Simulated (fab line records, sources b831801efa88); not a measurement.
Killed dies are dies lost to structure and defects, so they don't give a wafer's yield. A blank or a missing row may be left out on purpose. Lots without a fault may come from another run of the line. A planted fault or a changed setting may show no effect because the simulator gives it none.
Tool commonality check | flow sky130 | 15 lots, 45 wafers sampled

WHY IT WAS OPENED
At SKY_VT_ADJUST_HVTR_TW_MEAS_11 the reading VT_ADJUST_HVTR_TW is flagged on 3 of 15 lots. Wafers without a fault read 213, standard deviation 4.2.
Rule: a lot is flagged when every wafer of it that has a number lies more than 4 standard deviations from that mean, or none has a number. The other lots count as sound.

lot  | measured     | on            | VT_ADJUST_HVTR_TW, wafer by wafer | flag
L187 | day 9 03:55  | film_metro-02 | 216 217 215                       |
L188 | day 9 11:25  | film_metro-02 | 216 216 217                       |
L190 | day 10 01:27 | film_metro-03 | 210 210 208                       |
L191 | day 10 14:29 | film_metro-02 | 218 219 219                       |
L198 | day 13 04:03 | film_metro-02 | 215 216 216                       |
L197 | day 13 06:56 | film_metro-02 | 218 217 217                       |
L199 | day 13 23:14 | film_metro-04 | 207 207 206                       |
L200 | day 13 23:47 | film_metro-02 | 217 218 217                       |
L201 | day 14 06:17 | film_metro-02 | 217 217 218                       |
L202 | day 14 11:23 | film_metro-04 | 29 29 29                          | FLAGGED
L204 | day 14 15:46 | film_metro-04 | 29 30 30                          | FLAGGED
L206 | day 15 09:00 | film_metro-02 | 31 31 31                          | FLAGGED
L208 | day 15 19:33 | film_metro-02 | 216 216 216                       |
L209 | day 16 04:04 | film_metro-03 | 209 209 210                       |
L210 | day 16 13:54 | film_metro-02 | 216 217 216                       |
The numbers of the flagged lots are 30 on average: -183 against the usual, or -44 standard deviations.

WHICH TOOL RAN EACH LOT
The record holds 2 process steps before the reading, out of a route of 708 steps. In each cell: the tool, then ch and the chambers that the sampled wafers went through, then the start.
lot  | flag    | SKY_NWELL_STRIP_25                   | SKY_VT_ADJUST_HVTR_IMPLANT_09
L187 |         | plasma_asher-02 ch 0,1, day 5 04:17  | implanter-01 ch 0, day 9 03:40
L188 |         | plasma_asher-02 ch 1, day 5 10:07    | implanter-03 ch 0, day 9 11:10
L190 |         | plasma_asher-02 ch 0,1, day 5 21:10  | implanter-03 ch 0, day 10 01:12
L191 |         | plasma_asher-04 ch 0,1, day 6 08:11  | implanter-04 ch 0, day 10 14:15
L198 |         | plasma_asher-04 ch 0,1, day 8 09:34  | implanter-01 ch 0, day 13 03:48
L197 |         | plasma_asher-04 ch 0,1, day 8 10:17  | implanter-01 ch 0, day 13 06:43
L199 |         | plasma_asher-01 ch 0,1, day 9 00:08  | implanter-04 ch 0, day 13 22:59
L200 |         | plasma_asher-01 ch 0, day 9 00:49    | implanter-03 ch 0, day 13 23:33
L201 |         | plasma_asher-01 ch 0,1, day 9 05:48  | implanter-03 ch 0, day 14 06:03
L202 | FLAGGED | plasma_asher-01 ch 0,1, day 9 09:46  | implanter-04, day 14 11:09
L204 | FLAGGED | plasma_asher-02 ch 0,1, day 9 15:45  | implanter-01, day 14 15:31
L206 | FLAGGED | plasma_asher-02 ch 0,1, day 10 04:24 | implanter-03, day 15 08:47
L208 |         | plasma_asher-04 ch 0,1, day 10 10:56 | implanter-01 ch 0, day 15 19:18
L209 |         | plasma_asher-02 ch 0,1, day 10 19:59 | implanter-03 ch 0, day 16 03:49
L210 |         | plasma_asher-02 ch 0,1, day 11 02:03 | implanter-01 ch 0, day 16 13:39
What these steps do:
- SKY_NWELL_STRIP_25: strips in O2/N2.
- SKY_VT_ADJUST_HVTR_IMPLANT_09
- SKY_VT_ADJUST_HVTR_TW_MEAS_11

FLAGGED OVER TOTAL, TOOL BY TOOL (the gauges that took the reading come last)
step                          | tool            | lots run | flagged | share of the flagged lots | sound lots run after its first flagged lot
SKY_NWELL_STRIP_25            | plasma_asher-01 | 4        | 1       | some                      | 0
SKY_NWELL_STRIP_25            | plasma_asher-02 | 7        | 2       | some                      | 2 (L209,L210)
SKY_NWELL_STRIP_25            | plasma_asher-04 | 4        | 0       | none                      | -
SKY_VT_ADJUST_HVTR_IMPLANT_09 | implanter-01    | 6        | 1       | some                      | 2 (L208,L210)
SKY_VT_ADJUST_HVTR_IMPLANT_09 | implanter-03    | 6        | 1       | some                      | 1 (L209)
SKY_VT_ADJUST_HVTR_IMPLANT_09 | implanter-04    | 3        | 1       | some                      | 0
SKY_VT_ADJUST_HVTR_TW_MEAS_11 | film_metro-02   | 10       | 1       | some                      | 2 (L208,L210)
SKY_VT_ADJUST_HVTR_TW_MEAS_11 | film_metro-03   | 2        | 0       | none                      | -
SKY_VT_ADJUST_HVTR_TW_MEAS_11 | film_metro-04   | 3        | 2       | some                      | 0

WHAT THE TABLE ALLOWS
No row of the table ran every flagged lot.

WHAT THE SIMULATOR HAD PUT IN
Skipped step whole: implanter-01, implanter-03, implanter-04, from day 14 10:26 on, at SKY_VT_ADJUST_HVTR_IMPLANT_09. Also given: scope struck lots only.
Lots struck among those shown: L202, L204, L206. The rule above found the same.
